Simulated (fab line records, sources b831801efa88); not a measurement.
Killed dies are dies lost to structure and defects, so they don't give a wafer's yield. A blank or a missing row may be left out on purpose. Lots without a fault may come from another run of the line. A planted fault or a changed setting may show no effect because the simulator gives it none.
Which tool did it? | flow sky130 | 12 lots, 36 wafers sampled, at 4 steps of a route of 708

WHAT THE GAUGES READ, wafer by wafer
SKY_LI_CONTACT_RS_MEAS_22: measures by four-point-probe.
lot  | measured     | on            | LI_CONTACT_W_RS (ohm/sq)
L786 | day 30 12:13 | film_metro-01 | 0.2869 0.2851 0.2870
L788 | day 30 17:41 | film_metro-01 | 0.2829 0.2809 0.2819
L791 | day 31 08:40 | film_metro-04 | 0.2879 0.2837 0.2852
L793 | day 32 03:31 | film_metro-01 | 0.2847 0.2831 0.2850
L792 | day 32 06:15 | film_metro-01 | 0.2857 0.2838 0.2839
L794 | day 33 11:16 | film_metro-01 | 0.2832 0.2804 0.2838
L797 | day 33 16:38 | film_metro-04 | 0.2865 0.2894 0.2865
L802 | day 34 14:57 | film_metro-04 | 0.2840 0.2817 0.2822
L801 | day 34 18:58 | film_metro-01 | 0.2853 0.2803 0.2847
L805 | day 36 01:15 | film_metro-04 | 0.2821 0.2822 0.2807
L804 | day 36 01:53 | film_metro-01 | 0.2880 0.2855 0.2848
L807 | day 36 03:47 | film_metro-01 | 0.2878 0.2888 0.2886

SKY_LOCAL_INTERCONNECT_OVL_MEAS_12.
lot  | measured     | on         | LOCAL_INTERCONNECT_OVL (nm)
L786 | day 31 16:56 | overlay-01 | -1 -2 -7
L788 | day 31 20:59 | overlay-02 | -4 -7 -10
L791 | day 32 12:56 | overlay-02 | 2 1 -4
L793 | day 33 06:38 | overlay-01 | -5 -3 -3
L792 | day 33 10:27 | overlay-02 | -18 -14 -5
L794 | day 34 13:47 | overlay-01 | -4 -6 -5
L797 | day 34 19:07 | overlay-02 | 1 4 7
L802 | day 35 19:29 | overlay-01 | -7 -7 -10
L801 | day 35 20:01 | overlay-02 | 2 -1 -6
L805 | day 37 03:34 | overlay-01 | 0 -3 1
L804 | day 37 04:28 | overlay-02 | -2 -5 2
L807 | day 37 06:32 | overlay-02 | 3 4 -1

WHICH TOOL RAN EACH LOT (tool, then ch and the chambers of the sampled wafers, then the start)
lot  | SKY_LI_CONTACT_SPUTTER_20    | SKY_LOCAL_INTERCONNECT_COAT_05
L786 | pvd_sputter-01, day 30 12:01 | litho_track-03 ch 0, day 31 02:41
L788 | pvd_sputter-03, day 30 17:29 | litho_track-02 ch 0, day 31 07:52
L791 | pvd_sputter-03, day 31 08:28 | litho_track-01 ch 0, day 31 21:52
L793 | pvd_sputter-01, day 32 03:20 | litho_track-01 ch 0, day 32 17:31
L792 | pvd_sputter-02, day 32 06:04 | litho_track-02 ch 0, day 32 20:08
L794 | pvd_sputter-02, day 33 11:05 | litho_track-03 ch 0, day 34 00:25
L797 | pvd_sputter-02, day 33 16:25 | litho_track-03 ch 0, day 34 05:28
L802 | pvd_sputter-03, day 34 14:46 | litho_track-03 ch 0, day 35 03:22
L801 | pvd_sputter-02, day 34 18:46 | litho_track-03 ch 0, day 35 06:29
L805 | pvd_sputter-01, day 36 01:01 | litho_track-02 ch 0, day 36 16:20
L804 | pvd_sputter-02, day 36 01:40 | litho_track-01 ch 0, day 36 17:12
L807 | pvd_sputter-03, day 36 03:35 | litho_track-02 ch 0, day 36 19:37
- SKY_LI_CONTACT_SPUTTER_20: material TiN, target thk 20 nm, time 80 s.
- SKY_LOCAL_INTERCONNECT_COAT_05: resist thk 60 nm.

WHAT THE TOOLS THEMSELVES READ (means of the sampled wafers that have a number; where no wafer has one, the mark that the record gives instead)
SKY_LI_CONTACT_SPUTTER_20.
lot  | tool           | chamber_pressure_pa (Pa) | throttle_valve_pct (%)
L786 | pvd_sputter-01 | 4.999                    | 29.2
L788 | pvd_sputter-03 | 5.004                    | 30.1
L791 | pvd_sputter-03 | 5.007                    | 30.8
L793 | pvd_sputter-01 | 4.997                    | 29.2
L792 | pvd_sputter-02 | 5.008                    | 30.2
L794 | pvd_sputter-02 | 5.004                    | 29.5
L797 | pvd_sputter-02 | 4.989                    | 30.2
L802 | pvd_sputter-03 | 5.001                    | 30.1
L801 | pvd_sputter-02 | 5.002                    | 30.3
L805 | pvd_sputter-01 | 5.001                    | 29.5
L804 | pvd_sputter-02 | 5.001                    | 30.1
L807 | pvd_sputter-03 | 5.003                    | 29.7

SKY_LOCAL_INTERCONNECT_COAT_05.
lot  | tool           | spin_speed_rpm (rpm)
L786 | litho_track-03 | 2999.6
L788 | litho_track-02 | 2999.4
L791 | litho_track-01 | 2999.6
L793 | litho_track-01 | 3000.4
L792 | litho_track-02 | 2998.3
L794 | litho_track-03 | 3000.8
L797 | litho_track-03 | 2998.8
L802 | litho_track-03 | 2675.6
L801 | litho_track-03 | 2680.1
L805 | litho_track-02 | 3000.2
L804 | litho_track-01 | 3001.7
L807 | litho_track-02 | 2999.9

THE ANSWER, worked out from the rows above alone
Rule: what is usual is taken from the lots themselves. Put in order of their means at a reading, lots are off if they are a third of the lots or fewer, leave a main group of 4 or more, and stand apart from it by a gap of 3 or more times the standard deviation of the main group's means; of several such gaps the widest counts. A main group whose means are all the same, to the digits that the tables above print for the reading, isn't used. A lot without any number at a reading at which 4 lots or more have one is off too. The other lots that the step has rows for count as sound. The gauges are gone through in route order, then the tools' own readings, and for those a lot's mean is taken as printed above. The first step at which some lot is off is used, and at that step the reading that is off furthest; a lot without a number counts as furthest.
Off: L802, L801, at SKY_LOCAL_INTERCONNECT_COAT_05 (spin_speed_rpm). The main group: mean 2999.9 rpm, standard deviation 0.93.
A tool fits if, at that step or a process step before it, it ran every lot that is off, and no sound lot after the first of them. One fits: litho_track-03 at SKY_LOCAL_INTERCONNECT_COAT_05. Its last sound lot is L797 (day 34 05:28), its first lot that is off L802 (day 35 03:22): a fault that began between those two fits.
The tool's own readings at SKY_LOCAL_INTERCONNECT_COAT_05 bear it out: on the lots that are off they differ by more than 5 times the standard deviation of the sound lots' means. spin_speed_rpm reads 2677.8 rpm there against 2999.9 rpm on the sound lots.

WHAT THE SIMULATOR HAD PUT IN
Process parameter drift: litho_track-03, from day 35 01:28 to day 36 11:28, at SKY_LOCAL_INTERCONNECT_COAT_05. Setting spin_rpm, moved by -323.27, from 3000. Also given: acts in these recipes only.
Lots struck among those shown: L802, L801. The rule above found the same.
